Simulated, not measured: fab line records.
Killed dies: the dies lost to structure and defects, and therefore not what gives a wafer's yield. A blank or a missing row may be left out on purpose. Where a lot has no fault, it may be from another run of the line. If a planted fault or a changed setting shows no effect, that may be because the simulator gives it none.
A struck lot beside a sound one    flow sky130    14 steps out of a route of 708
Sound: wafers L864.2, L864.4, L864.5. Struck: wafers L862.1, L862.2, L862.6. Last of all comes the cause.
At each step with rows: each side's tool, then ch and its chambers, then its first start. Under that, the readings that differ: sound wafers    struck wafers    difference of the means    sigmas: that difference in standard deviations of wafers without a fault.
alike: same words and numbers on both sides, and readings whose means sit less than 2 such deviations apart. not compared: any withheld reading, any reading some wafer has no value for, any bound like >300 that may hide the same value, and any number with overlapping values for which the record gives no deviation.
Wherever a step has rows on one side only, a row that says differs or no value, or a row with sigmas, the two part there. When numbers do not overlap yet have no deviation, they are printed without sigmas and do not part them. A reading that every wafer of one side lacks parts them only if that side has two wafers or more.

SKY_LDD_LDN_STRIP_12: strips in O2/N2.
  sound on plasmaAsher-02 ch 0,1, day 28 23:17; struck on plasmaAsher-02 ch 0,1, day 28 05:32
  alike: drypumpMotorCurrentA, o2FlowSccm, oesProductAu, stripTimeToEndpointS
  not compared: rfHoursCounterH
SKY_LDD_LDN_TW_MEAS_13:
  sound: filmMetro-01 at day 28 23:24; struck: filmMetro-01 at day 28 05:38
  alike: LDD_LDN_TW
then, 2 steps without rows for these wafers: SKY_LDD_LDN_CLEAN_14 (cleans in SC1/SC2, time 150 s); SKY_SPACER_CVD_00 (deposits Si3N4 from DCS/NH3, target thk 43.1 nm, time 740 s).
SKY_SPACER_THK_MEAS_01:
  sound: filmMetro-01 at day 29 01:29; struck: filmMetro-01 at day 28 07:32
  alike: SPACER_CVD_00_THK
SKY_SPACER_ETCHBACK_02: etches Si3N4 in CH3F/O2, stops on SiO2, time 46.7 s, target depth 45 nm.
  sound on rieDiel-02 ch 0,3, day 29 01:32; struck on rieDiel-04 ch 0,1, day 28 07:35
  alike: drypumpMotorCurrentA, oesProductAu, throttleValvePct
  not compared: rfHoursCounterH
then, 6 steps without rows for these wafers: SKY_POLY_CUT_DEHYDRATE_00 (time 60 s); SKY_POLY_CUT_HMDS_01 (prime time 60 s); SKY_POLY_CUT_COAT_02 (resist thk 60 nm); SKY_POLY_CUT_COAT_03 (resist thk 450 nm); SKY_POLY_CUT_SOFTBAKE_04 (time 90 s); SKY_POLY_CUT_EXPOSE_05 (exposes mask NPCM, target cd 270 nm).
SKY_POLY_CUT_PEB_06:
  sound on lithoTrack-03 ch 0, day 30 04:00; struck on lithoTrack-03, day 29 11:00
reading         sound           struck  difference                     sigmas
exhaustPa (Pa)  45.9 44.5 46.2  - - -   no value on the struck wafers  
  not compared: chillPlateTempC
then, 1 step without rows for these wafers: SKY_POLY_CUT_DEVELOP_07 (develop time 60 s).

WHERE THEY PART
At SKY_POLY_CUT_PEB_06 and nowhere else, as far as this record goes.

WHY: whatever the simulator had introduced
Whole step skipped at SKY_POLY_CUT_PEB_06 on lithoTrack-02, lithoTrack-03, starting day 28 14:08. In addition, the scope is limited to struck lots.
